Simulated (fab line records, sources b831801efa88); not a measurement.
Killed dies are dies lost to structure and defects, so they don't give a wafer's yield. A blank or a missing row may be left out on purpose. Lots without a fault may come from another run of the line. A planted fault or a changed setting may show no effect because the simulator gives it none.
fab line records | flow sky130
record lots=14 wafers=42 last_day=51
route steps=708 shown FIELD_ISO@17 PWDE@53 NWELL@63 PAD_OPEN@708
lots that met no fault: from a run of the same line without faults
start_h: hours from the record's first day to the start of the lot's first wafer shown | wait_h: hours since the lot's step before | " the same as in the row above | L1.1+2: a row that stands for several wafers | - no value, or no start given | * or withheld: withheld | < > ~ a bound
route shown NAME@n: a module of which the file shows steps, and the number in the route of the first | usual: mean/standard deviation of fault-free wafers | same: alike in all rows | chamber/n: place in a boat | sites: the reading at each site | _std_site: their standard deviation | _edge_site: outer sites' mean less inner sites' | radius_mm: how far each site lies from the wafer's centre | mask NAME#n: copy n | behind: the tool/chamber that last shaped the wafer | hold: why the lot was held/for how many hours/how that ended | device: the transistor (n, p or np) that didn't switch | end of line: the same wafers' tests at the end of the route | a step without rows: its recipe alone | killed: dies lost to structure and defects at the first sort, not the wafer's yield | map: a wafer's dies, x killed, . not, _ none there
set.NAME: the setting as run; set.NAME@STEP: as run at that earlier step | model.NAME: the simulator's own value behind a step, which no gauge read
steps of the route over a sample of lots; a table a step, a row a wafer
services: from which hour (start_h, from the record's first day; less than 0 if before it) a tool's chamber was out of use, for how many hours, and why
## steps
# step SKY_FIELD_ISO_STRIP_16
# recipe chemistry=O2/N2 power_w=1400 pressure_mtorr=1500 platen_temp_c=withheld o2_flow_sccm=3000 n2_flow_sccm=300 overash_fraction=0.5
# usual drypump_motor_current_A=5.8/0.42 oes_product_au=0.377/0.005 strip_time_to_endpoint_s=3.527/0.026
# columns lot.wafer tool chamber start_h wait_h drypump_motor_current_A oes_product_au rf_hours_counter_h strip_time_to_endpoint_s
L641.2 plasma_asher-02 1 28.10 0.0 6.3 0.373 21 3.533
L641.3 " 0 " " 6.1 0.378 - 3.531
L641.6 " 0 " " 6.1 0.374 - 3.533
L644.4 plasma_asher-04 0 47.27 0.1 5.1 0.376 - 3.502
L644.5 " 1 " " 5.6 0.381 - 3.534
L644.6 " 0 " " 5.1 0.377 - 3.507
L645.3 plasma_asher-04 0 50.19 0.1 5.1 0.373 - 3.535
L645.4 " 1 " " 5.6 0.371 - 3.525
L645.6 " 1 " " 5.6 0.375 - 3.530
L648.3 plasma_asher-02 1 64.94 0.1 6.3 0.376 - 3.526
L648.5 " 1 " " 6.3 0.380 - 3.545
L648.6 " 0 " " 6.1 0.384 - 3.528
L649.3 plasma_asher-04 1 71.34 0.1 5.6 0.378 - 3.533
L649.5 " 1 " " 5.6 0.391 - 3.587
L649.6 " 0 " " 5.0 0.370 - 3.536
L650.1 plasma_asher-01 1 76.59 0.0 5.6 0.379 41 3.505
L650.3 " 1 " " 5.6 0.372 - 3.506
L650.5 " 1 " " 5.6 0.375 - 3.497
L653.1 plasma_asher-01 1 90.49 0.0 5.6 0.372 42 3.528
L653.3 " 1 " " 5.6 0.379 - 3.535
L653.6 " 0 " " 6.3 0.376 - 3.496
L654.2 plasma_asher-04 0 98.55 0.0 5.1 0.382 43 3.489
L654.4 " 0 " " 5.1 0.375 - 3.498
L654.6 " 1 " " 5.6 0.380 - 3.486
L655.2 plasma_asher-02 0 102.60 0.0 6.1 0.383 28 3.552
L655.3 " 1 " " 6.3 0.388 - 3.529
L655.6 " 0 " " 6.1 0.382 - 3.511
L658.2 plasma_asher-01 0 116.04 0.0 6.3 0.377 45 3.542
L658.3 " 1 " " 5.6 0.386 - 3.601
L658.5 " 1 " " 5.6 0.376 - 3.527
L659.2 plasma_asher-04 0 122.04 0.0 5.1 0.370 0 3.524
L659.4 " 1 " " 5.6 0.365 - 3.501
L659.5 " 0 " " 5.1 0.381 - 3.520
L660.2 plasma_asher-02 1 126.80 0.0 6.3 0.377 31 3.543
L660.3 " 1 " " 6.3 0.375 - 3.532
L660.6 " 1 " " 6.3 0.374 - 3.564
L661.1 plasma_asher-01 1 134.31 0.0 5.6 0.380 46 3.533
L661.2 " 0 " " 6.3 0.374 46 3.551
L661.3 " 1 " " 5.6 0.386 - 3.514
L663.1 plasma_asher-02 0 160.64 0.0 6.1 0.372 34 3.521
L663.2 " 1 " " 6.3 0.382 34 3.555
L663.6 " 1 " " 6.3 0.383 - 3.530
# step SKY_PWDE_IMPLANT_08
# recipe species=B energy_kev=150 dose_cm2=3.6e+12 tilt_deg=withheld
# usual beam_energy_keV=150.01/0.047
# columns lot.wafer tool chamber start_h wait_h beam_energy_keV
L641.2 implanter-01 0 66.78 0.0 149.97
L641.3 " 0 " " 149.96
L641.6 " 0 " " 149.97
L644.4 implanter-03 0 87.15 0.1 150.02
L644.5 " 0 " " 149.99
L644.6 " 0 " " 150.01
L645.3 implanter-01 0 91.95 0.1 150.07
L645.4 " 0 " " 150.08
L645.6 " 0 " " 149.96
L648.3 implanter-03 0 107.50 0.1 149.97
L648.5 " 0 " " 150.04
L648.6 " 0 " " 150.03
L649.3 implanter-04 0 112.65 0.1 149.98
L649.5 " 0 " " 150.07
L649.6 " 0 " " 149.93
L650.1 implanter-04 0 121.12 0.0 149.95
L650.3 " 0 " " 150.06
L650.5 " 0 " " 150.02
L653.1 implanter-01 0 135.45 0.0 150.02
L653.3 " 0 " " 150.01
L653.6 " 0 " " 150.00
L654.2 implanter-03 0 141.23 0.0 149.98
L654.4 " 0 " " 149.98
L654.6 " 0 " " 149.96
L655.2 implanter-03 0 144.43 0.0 150.02
L655.3 " 0 " " 150.00
L655.6 " 0 " " 150.02
L658.2 implanter-04 0 165.98 0.0 150.05
L658.3 " 0 " " 150.06
L658.5 " 0 " " 150.05
L659.2 implanter-03 0 171.50 0.0 147.57
L659.4 " 0 " " 147.59
L659.5 " 0 " " 147.54
L660.2 implanter-03 0 175.48 0.1 147.58
L660.3 " 0 " " 147.54
L660.6 " 0 " " 147.69
L661.1 implanter-03 0 179.87 0.0 147.66
L661.2 " 0 " " 147.69
L661.3 " 0 " " 147.65
L663.1 implanter-01 0 210.80 0.0 149.99
L663.2 " 0 " " 150.08
L663.6 " 0 " " 150.02
# step SKY_NWELL_OVL_MEAS_10
# usual NWELL_00_OVL=0.3/1.4
# columns lot.wafer tool chamber start_h wait_h NWELL_00_OVL[nm]
L641.2 overlay-02 - 84.07 - -2.9
L641.3 " - " " -0.9
L641.6 " - " " 0.2
L644.4 overlay-01 - 104.65 - -1.7
L644.5 " - " " -0.2
L644.6 " - " " -0.1
L645.3 overlay-02 - 109.55 - -0.2
L645.4 " - " " -0.6
L645.6 " - " " -0.2
L648.3 overlay-02 - 125.25 - 1.6
L648.5 " - " " 2.4
L648.6 " - " " 2.4
L649.3 overlay-02 - 130.60 - 0.1
L649.5 " - " " 0.6
L649.6 " - " " 2.0
L650.1 overlay-01 - 139.22 - -0.5
L650.3 " - " " 0.1
L650.5 " - " " -1.9
L653.1 overlay-02 - 153.98 - 1.8
L653.3 " - " " -1.3
L653.6 " - " " 0.0
L654.2 overlay-02 - 160.39 - 2.0
L654.4 " - " " 3.7
L654.6 " - " " 2.1
L655.2 overlay-01 - 164.79 - -0.4
L655.3 " - " " 0.7
L655.6 " - " " 0.8
L658.2 overlay-01 - 186.22 - -0.2
L658.3 " - " " -2.3
L658.5 " - " " -1.0
L659.2 overlay-02 - 192.82 - -0.6
L659.4 " - " " -1.3
L659.5 " - " " -2.1
L660.2 overlay-01 - 196.67 - -0.4
L660.3 " - " " 1.3
L660.6 " - " " 0.2
L661.1 overlay-02 - 201.42 - -1.1
L661.2 " - " " 0.7
L661.3 " - " " 1.6
L663.1 overlay-01 - 233.28 - -1.7
L663.2 " - " " -0.1
L663.6 " - " " -0.2
# step SKY_NWELL_TW_MEAS_15
# usual NWELL_TW=1839/15
# columns lot.wafer tool chamber start_h wait_h NWELL_TW
L641.2 film_metro-03 - 84.66 0.1 1842
L641.3 " - " " 1848
L641.6 " - " " 1842
L644.4 film_metro-01 - 105.25 0.1 1834
L644.5 " - " " 1826
L644.6 " - " " 1829
L645.3 film_metro-01 - 110.14 0.1 1830
L645.4 " - " " 1829
L645.6 " - " " 1827
L648.3 film_metro-04 - 125.84 0.1 1825
L648.5 " - " " 1834
L648.6 " - " " 1825
L649.3 film_metro-04 - 131.19 0.1 1828
L649.5 " - " " 1833
L649.6 " - " " 1834
L650.1 film_metro-04 - 139.80 0.1 1828
L650.3 " - " " 1826
L650.5 " - " " 1830
L653.1 film_metro-01 - 154.57 0.1 1831
L653.3 " - " " 1846
L653.6 " - " " 1841
L654.2 film_metro-03 - 160.98 0.1 1854
L654.4 " - " " 1869
L654.6 " - " " 1854
L655.2 film_metro-04 - 165.38 0.1 1819
L655.3 " - " " 1811
L655.6 " - " " 1827
L658.2 film_metro-01 - 186.81 0.1 1842
L658.3 " - " " 1845
L658.5 " - " " 1851
L659.2 film_metro-04 - 193.41 0.1 1833
L659.4 " - " " 1827
L659.5 " - " " 1813
L660.2 film_metro-03 - 197.26 0.1 1859
L660.3 " - " " 1851
L660.6 " - " " 1857
L661.1 film_metro-03 - 202.00 0.1 1851
L661.2 " - " " 1855
L661.3 " - " " 1861
L663.1 film_metro-01 - 233.86 0.1 1835
L663.2 " - " " 1826
L663.6 " - " " 1834
# step SKY_PAD_OPEN_PROBE_99
# usual killed_at_M0_to_M3=45/6.9 killed_at_M4_up=3.2/1.8 killed_at_contacts=25/5.3 killed_at_front_end=16/4.3 killed_at_other=0.2/0.52 killed_dies=88/8.7 killed_open=48/6.5 killed_short=40/6
# same gross_dies=492 killed_at_back_side=0
# columns lot.wafer tool chamber start_h wait_h killed_at_M0_to_M3 killed_at_M4_up killed_at_contacts killed_at_front_end killed_at_other killed_dies killed_open killed_short
L641.2 prober-01 - 1068.93 0.1 33 3 24 12 1 73 37 36
L641.3 prober-01 - 1068.98 0.2 54 2 28 14 0 98 52 46
L641.6 prober-01 - 1069.13 0.2 40 7 24 17 0 88 42 46
L644.4 prober-02 - 1095.47 0.2 48 3 22 13 0 86 46 40
L644.5 prober-02 - 1095.52 0.2 39 5 24 15 0 83 42 41
L644.6 prober-02 - 1095.57 0.2 46 6 18 22 0 92 56 36
L645.3 prober-01 - 1111.43 0.2 45 2 25 12 0 84 53 31
L645.4 prober-01 - 1111.48 0.2 42 4 20 12 0 78 37 41
L645.6 prober-01 - 1111.58 0.2 52 3 20 15 0 90 35 52
L648.3 prober-02 - 1117.99 0.2 53 7 25 11 0 96 50 43
L648.5 prober-02 - 1118.09 0.2 47 7 21 13 0 88 42 45
L648.6 prober-02 - 1118.14 0.2 53 4 20 15 0 92 36 55
L649.3 prober-01 - 1119.09 0.2 52 6 27 23 0 108 61 47
L649.5 prober-01 - 1119.19 0.2 52 7 24 25 0 108 59 49
L649.6 prober-01 - 1119.24 0.2 45 4 28 20 0 97 59 38
L650.1 prober-02 - 1126.96 0.1 32 5 35 18 0 90 50 40
L650.3 prober-02 - 1127.06 0.2 50 4 38 16 0 108 62 46
L650.5 prober-02 - 1127.16 0.2 45 6 26 15 0 92 53 39
L653.1 prober-02 - 1150.53 0.1 40 2 24 14 1 81 45 36
L653.3 prober-02 - 1150.63 0.2 43 4 30 10 0 87 47 39
L653.6 prober-02 - 1150.78 0.2 43 0 27 11 0 81 47 34
L654.2 prober-02 - 1158.15 0.1 47 4 17 22 0 90 48 42
L654.4 prober-02 - 1158.25 0.2 49 1 25 12 0 87 49 38
L654.6 prober-02 - 1158.35 0.2 37 2 24 15 0 78 44 33
L655.2 prober-01 - 1158.43 0.1 37 3 29 16 0 85 46 39
L655.3 prober-01 - 1158.48 0.2 46 1 15 18 0 80 41 38
L655.6 prober-01 - 1158.63 0.2 49 7 25 15 0 96 46 50
L658.2 prober-02 - 1179.88 0.1 54 2 30 12 0 98 53 45
L658.3 prober-02 - 1179.93 0.2 35 1 29 16 1 82 40 42
L658.5 prober-02 - 1180.03 0.2 48 3 26 14 0 91 57 34
L659.2 prober-01 - 1181.39 0.1 52 5 16 9 0 82 34 47
L659.4 prober-01 - 1181.49 0.2 48 2 27 14 1 92 44 47
L659.5 prober-01 - 1181.54 0.2 40 5 21 17 1 84 46 38
L660.2 prober-02 - 1183.10 0.1 46 5 27 10 0 88 50 38
L660.3 prober-02 - 1183.15 0.2 39 5 30 18 3 95 52 40
L660.6 prober-02 - 1183.30 0.2 44 3 33 12 1 93 56 37
L661.1 prober-01 - 1183.44 0.1 49 1 29 16 0 95 54 41
L661.2 prober-01 - 1183.49 0.1 46 3 30 10 0 89 46 43
L661.3 prober-01 - 1183.54 0.2 38 2 30 15 0 85 53 32
L663.1 prober-01 - 1225.74 0.1 39 3 20 23 0 85 49 36
L663.2 prober-01 - 1225.79 0.1 50 0 30 17 0 97 60 37
L663.6 prober-01 - 1225.99 0.2 33 0 39 8 0 80 46 34
# killed by level:class
L641.2 CONTACT:geometric_particle:open=9 VIA2:geometric_particle:open=8 VIA1:geometric_particle:short=6 VIA1:geometric_particle:open=6 LI_CONTACT:geometric_particle:open=5 POLY_GATE:geometric_particle:short=4 CONTACT:geometric_particle:short=4 VIA3:geometric_particle:open=4
L641.3 VIA1:geometric_particle:open=14 VIA2:geometric_particle:open=12 LOCAL_INTERCONNECT:geometric_particle:short=6 VIA2:geometric_particle:short=6 CONTACT:geometric_particle:short=5 CONTACT:geometric_particle:open=5 METAL1:geometric_particle:short=5 VIA1:geometric_particle:short=5
L641.6 CONTACT:geometric_particle:open=8 VIA1:geometric_particle:short=7 LI_CONTACT:geometric_particle:open=6 VIA2:geometric_particle:short=6 VIA2:geometric_particle:open=6 VIA3:geometric_particle:open=5 POLY_GATE:geometric_particle:short=5 POLY_GATE:geometric_particle:open=5
L644.4 VIA1:geometric_particle:open=16 CONTACT:geometric_particle:open=8 VIA1:geometric_particle:short=7 LOCAL_INTERCONNECT:geometric_particle:short=6 METAL2:geometric_particle:short=6 POLY_GATE:geometric_particle:short=4 LI_CONTACT:geometric_particle:open=4 VIA3:geometric_particle:open=4
L644.5 VIA1:geometric_particle:open=9 LOCAL_INTERCONNECT:geometric_particle:short=7 VIA1:geometric_particle:short=7 VIA2:geometric_particle:open=7 LI_CONTACT:geometric_particle:open=6 CONTACT:geometric_particle:open=6 CONTACT:geometric_particle:short=4 METAL4:geometric_particle:short=4
L644.6 VIA1:geometric_particle:open=18 CONTACT:geometric_particle:open=8 FIELD_ISO:geometric_particle:short=7 VIA2:geometric_particle:open=7 VIA3:geometric_particle:open=7 LI_CONTACT:geometric_particle:open=6 VIA1:geometric_particle:short=5 FIELD_ISO:geometric_particle:open=4
L645.3 CONTACT:geometric_particle:open=13 VIA1:geometric_particle:open=9 LI_CONTACT:geometric_particle:open=8 VIA3:geometric_particle:open=7 FIELD_ISO:geometric_particle:short=6 VIA2:geometric_particle:open=6 METAL2:geometric_particle:short=5 METAL1:geometric_particle:short=4
L645.4 CONTACT:geometric_particle:open=8 VIA1:geometric_particle:open=7 VIA2:geometric_particle:open=6 CONTACT:geometric_particle:short=5 VIA2:geometric_particle:short=5 METAL1:geometric_particle:short=4 METAL2:geometric_particle:short=4 METAL3:geometric_particle:short=4
L645.6 VIA2:geometric_particle:open=10 METAL1:geometric_particle:short=10 VIA1:geometric_particle:open=8 LOCAL_INTERCONNECT:geometric_particle:short=6 METAL3:geometric_particle:short=6 LI_CONTACT:geometric_particle:short=5 VIA1:geometric_particle:short=5 METAL2:geometric_particle:short=5
L648.3 VIA1:geometric_particle:open=13 VIA2:geometric_particle:open=8 LI_CONTACT:geometric_particle:open=6 CONTACT:geometric_particle:short=6 METAL4:geometric_particle:short=6 METAL1:geometric_particle:short=5 METAL2:geometric_particle:short=5 VIA3:geometric_particle:open=5
L648.5 CONTACT:geometric_particle:open=8 VIA3:geometric_particle:open=7 METAL1:geometric_particle:short=6 VIA1:geometric_particle:open=6 METAL2:geometric_particle:short=6 VIA2:geometric_particle:open=6 VIA1:geometric_particle:short=5 METAL4:geometric_particle:short=5
L648.6 METAL2:geometric_particle:short=13 POLY_GATE:geometric_particle:short=8 VIA1:geometric_particle:open=8 VIA2:geometric_particle:open=7 VIA3:geometric_particle:open=6 LI_CONTACT:geometric_particle:short=5 POLY_GATE:geometric_particle:open=4 METAL1:geometric_particle:short=4
L649.3 VIA1:geometric_particle:open=17 LI_CONTACT:geometric_particle:open=10 FIELD_ISO:geometric_particle:open=8 METAL1:geometric_particle:short=8 CONTACT:geometric_particle:open=7 CONTACT:geometric_particle:short=7 VIA2:geometric_particle:open=6 VIA2:geometric_particle:short=5
L649.5 VIA1:geometric_particle:open=11 LI_CONTACT:geometric_particle:open=11 VIA3:geometric_particle:open=7 FIELD_ISO:geometric_particle:open=6 FIELD_ISO:geometric_particle:short=6 POLY_GATE:geometric_particle:short=6 METAL2:geometric_particle:open=6 METAL1:geometric_particle:short=5
L649.6 LI_CONTACT:geometric_particle:open=12 VIA2:geometric_particle:open=10 FIELD_ISO:geometric_particle:open=9 CONTACT:geometric_particle:open=7 VIA1:geometric_particle:open=7 METAL1:geometric_particle:short=6 FIELD_ISO:geometric_particle:short=5 VIA3:geometric_particle:open=5
L650.1 LI_CONTACT:geometric_particle:open=12 VIA1:geometric_particle:open=10 CONTACT:geometric_particle:open=9 FIELD_ISO:geometric_particle:short=7 LOCAL_INTERCONNECT:geometric_particle:short=6 VIA1:geometric_particle:short=5 METAL4:geometric_particle:short=4 VIA2:geometric_particle:open=4
L650.3 VIA1:geometric_particle:open=15 CONTACT:geometric_particle:open=13 LI_CONTACT:geometric_particle:open=9 CONTACT:geometric_particle:short=7 VIA3:geometric_particle:open=6 VIA2:geometric_particle:open=6 METAL1:geometric_particle:short=5 METAL2:geometric_particle:short=5
L650.5 VIA1:geometric_particle:open=13 CONTACT:geometric_particle:open=7 VIA3:geometric_particle:open=7 LI_CONTACT:geometric_particle:open=6 METAL2:geometric_particle:short=6 POLY_GATE:geometric_particle:open=5 CONTACT:geometric_particle:short=5 METAL4:geometric_particle:short=5
L653.1 VIA1:geometric_particle:open=11 LI_CONTACT:geometric_particle:open=8 CONTACT:geometric_particle:open=7 VIA3:geometric_particle:open=6 METAL1:geometric_particle:short=5 VIA1:geometric_particle:short=5 POLY_GATE:geometric_particle:open=4 LOCAL_INTERCONNECT:geometric_particle:short=4
L653.3 LI_CONTACT:geometric_particle:open=11 CONTACT:geometric_particle:open=8 METAL1:geometric_particle:short=8 VIA1:geometric_particle:open=6 VIA3:geometric_particle:open=6 VIA1:geometric_particle:short=5 VIA2:geometric_particle:open=5 VIA3:geometric_particle:short=5
L653.6 LI_CONTACT:geometric_particle:open=12 VIA1:geometric_particle:open=11 VIA3:geometric_particle:open=7 VIA1:geometric_particle:short=5 VIA2:geometric_particle:open=5 FIELD_ISO:geometric_particle:short=4 LI_CONTACT:geometric_particle:short=4 CONTACT:geometric_particle:short=4
L654.2 FIELD_ISO:geometric_particle:open=10 VIA1:geometric_particle:open=9 LOCAL_INTERCONNECT:geometric_particle:short=6 VIA1:geometric_particle:short=6 METAL2:geometric_particle:short=6 VIA2:geometric_particle:open=6 POLY_GATE:geometric_particle:short=5 LI_CONTACT:geometric_particle:open=5
L654.4 VIA2:geometric_particle:open=11 CONTACT:geometric_particle:open=10 VIA1:geometric_particle:open=9 METAL1:geometric_particle:short=8 LI_CONTACT:geometric_particle:open=6 VIA1:geometric_particle:short=5 POLY_GATE:geometric_particle:short=4 LOCAL_INTERCONNECT:geometric_particle:short=4
L654.6 LI_CONTACT:geometric_particle:open=8 VIA3:geometric_particle:open=8 CONTACT:geometric_particle:open=7 VIA1:geometric_particle:open=7 CONTACT:geometric_particle:short=6 VIA1:geometric_particle:short=5 POLY_GATE:geometric_particle:open=4 METAL1:geometric_particle:short=4
L655.2 CONTACT:geometric_particle:open=17 VIA1:geometric_particle:open=7 LOCAL_INTERCONNECT:geometric_particle:short=6 POLY_GATE:geometric_particle:open=5 METAL2:geometric_particle:short=5 VIA1:geometric_particle:short=5 VIA2:geometric_particle:open=5 VIA3:geometric_particle:short=4
L655.3 VIA1:geometric_particle:open=12 VIA2:geometric_particle:open=8 METAL2:geometric_particle:short=8 POLY_GATE:geometric_particle:short=6 CONTACT:geometric_particle:open=6 LI_CONTACT:geometric_particle:open=4 VIA1:geometric_particle:short=4 METAL1:geometric_particle:short=3
L655.6 VIA1:geometric_particle:open=11 VIA2:geometric_particle:open=9 CONTACT:geometric_particle:open=8 VIA1:geometric_particle:short=7 METAL2:geometric_particle:short=7 LI_CONTACT:geometric_particle:open=6 VIA2:geometric_particle:short=6 POLY_GATE:geometric_particle:short=5
L658.2 VIA1:geometric_particle:open=13 VIA2:geometric_particle:open=10 CONTACT:geometric_particle:open=10 METAL2:geometric_particle:short=8 CONTACT:geometric_particle:short=7 POLY_GATE:geometric_particle:short=6 LI_CONTACT:geometric_particle:open=6 LOCAL_INTERCONNECT:geometric_particle:short=5
L658.3 CONTACT:geometric_particle:open=11 METAL2:geometric_particle:short=8 LI_CONTACT:geometric_particle:short=7 VIA1:geometric_particle:open=7 FIELD_ISO:geometric_particle:short=6 LI_CONTACT:geometric_particle:open=5 FIELD_ISO:geometric_particle:open=3 POLY_GATE:geometric_particle:open=3
L658.5 CONTACT:geometric_particle:open=13 VIA3:geometric_particle:open=10 LI_CONTACT:geometric_particle:open=8 VIA1:geometric_particle:open=8 VIA2:geometric_particle:open=8 METAL1:geometric_particle:short=6 METAL2:geometric_particle:short=5 POLY_GATE:geometric_particle:short=4
L659.2 METAL2:geometric_particle:short=11 VIA1:geometric_particle:open=8 CONTACT:geometric_particle:short=5 LI_CONTACT:geometric_particle:open=5 VIA3:geometric_particle:open=5 VIA1:geometric_particle:short=5 VIA2:geometric_particle:open=5 METAL1:geometric_particle:short=4
L659.4 VIA1:geometric_particle:open=12 CONTACT:geometric_particle:open=11 CONTACT:geometric_particle:short=6 VIA3:geometric_particle:open=6 METAL1:geometric_particle:short=6 METAL3:geometric_particle:short=6 FIELD_ISO:geometric_particle:short=4 POLY_GATE:geometric_particle:short=4
L659.5 VIA1:geometric_particle:open=9 VIA3:geometric_particle:open=6 CONTACT:geometric_particle:open=6 LI_CONTACT:geometric_particle:open=5 METAL2:geometric_particle:short=5 FIELD_ISO:geometric_particle:open=4 FIELD_ISO:geometric_particle:short=4 METAL4:geometric_particle:short=4
L660.2 CONTACT:geometric_particle:open=10 VIA2:geometric_particle:open=9 VIA1:geometric_particle:open=8 VIA3:geometric_particle:open=7 LI_CONTACT:geometric_particle:open=6 METAL1:geometric_particle:short=6 CONTACT:geometric_particle:short=5 METAL2:geometric_particle:short=5
L660.3 CONTACT:geometric_particle:open=12 VIA2:geometric_particle:open=8 LI_CONTACT:geometric_particle:open=7 LOCAL_INTERCONNECT:geometric_particle:short=7 VIA3:geometric_particle:open=6 FIELD_ISO:geometric_particle:short=5 VIA2:geometric_particle:short=4 POLY_GATE:geometric_particle:short=4
L660.6 CONTACT:geometric_particle:open=15 VIA2:geometric_particle:open=10 LI_CONTACT:geometric_particle:open=7 VIA1:geometric_particle:open=7 FIELD_ISO:geometric_particle:open=5 METAL1:geometric_particle:short=5 CONTACT:geometric_particle:short=5 METAL2:geometric_particle:short=5
L661.1 VIA1:geometric_particle:open=12 VIA3:geometric_particle:open=11 CONTACT:geometric_particle:short=8 CONTACT:geometric_particle:open=8 METAL1:geometric_particle:short=7 LI_CONTACT:geometric_particle:open=6 VIA2:geometric_particle:open=5 FIELD_ISO:geometric_particle:short=4
L661.2 CONTACT:geometric_particle:open=16 VIA3:geometric_particle:open=10 METAL2:geometric_particle:short=9 CONTACT:geometric_particle:short=7 VIA1:geometric_particle:open=6 VIA1:geometric_particle:short=4 VIA2:geometric_particle:open=4 POLY_GATE:geometric_particle:open=3
L661.3 VIA1:geometric_particle:open=15 CONTACT:geometric_particle:open=14 METAL1:geometric_particle:short=6 LI_CONTACT:geometric_particle:open=6 CONTACT:geometric_particle:short=6 VIA3:geometric_particle:open=5 FIELD_ISO:geometric_particle:short=4 POLY_GATE:geometric_particle:open=4
L663.1 CONTACT:geometric_particle:open=12 FIELD_ISO:geometric_particle:short=9 VIA1:geometric_particle:open=9 VIA3:geometric_particle:open=7 VIA2:geometric_particle:open=5 FIELD_ISO:geometric_particle:open=4 METAL1:geometric_particle:short=4 LI_CONTACT:geometric_particle:open=4
L663.2 VIA1:geometric_particle:open=11 CONTACT:geometric_particle:open=10 LI_CONTACT:geometric_particle:open=9 VIA2:geometric_particle:open=7 METAL2:geometric_particle:short=7 FIELD_ISO:geometric_particle:open=6 VIA3:geometric_particle:open=6 FIELD_ISO:geometric_particle:short=4
L663.6 LI_CONTACT:geometric_particle:open=12 CONTACT:geometric_particle:open=9 CONTACT:geometric_particle:short=7 VIA1:geometric_particle:open=6 LOCAL_INTERCONNECT:geometric_particle:short=5 VIA1:geometric_particle:short=5 POLY_GATE:geometric_particle:open=4 LI_CONTACT:geometric_particle:short=4
## services
# columns tool chamber start_h hours kind
plasma_asher-01 - 8.94 2.8 pm
plasma_asher-04 - 23.32 5.2 repair
implanter-04 - 89.21 4.3 repair
implanter-03 - 95.84 3.4 repair
plasma_asher-01 - 95.98 0.7 repair
plasma_asher-04 - 108.75 9.0 pm
plasma_asher-04 0 108.75 9.0 vent_cycle
plasma_asher-04 1 108.75 9.0 vent_cycle
plasma_asher-04 0 117.75 - clean
plasma_asher-04 1 117.75 - clean
plasma_asher-04 - 133.37 2.8 pm
implanter-03 - 141.56 2.7 repair
implanter-01 - 168.66 7.8 repair
plasma_asher-01 - 172.80 12.2 repair
implanter-01 - 173.22 2.5 repair
implanter-04 - 174.01 1.5 repair
## key
first_sign step=SKY_PWDE_IMPLANT_08 reading=beam_energy_keV direction=down sigmas=51 usual=* struck=*
effect none on later readings
met_at SKY_PWDE_IMPLANT_08
struck_lots L659,L660,L661
tester_left_out L659,L660,L661
not_acting_at SKY_FIELD_ISO_STRIP_16,SKY_NWELL_OVL_MEAS_10,SKY_NWELL_TW_MEAS_15
onset_between 144.43 171.50
fault kind=process_parameter_drift tool=implanter-03 chamber=- onset_h=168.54 steps=SKY_PWDE_IMPLANT_08 channel=energy_kev offset=* shape=step end_h=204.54 acts_in=* stated=*
# tester_left_out: of these lots the tester's yield and bins aren't shown, on N5 and GAA mostly nor the transistor test; their killed dies are dies lost to structure and defects alone, not to doping, threshold or leakage, so they don't give the yield
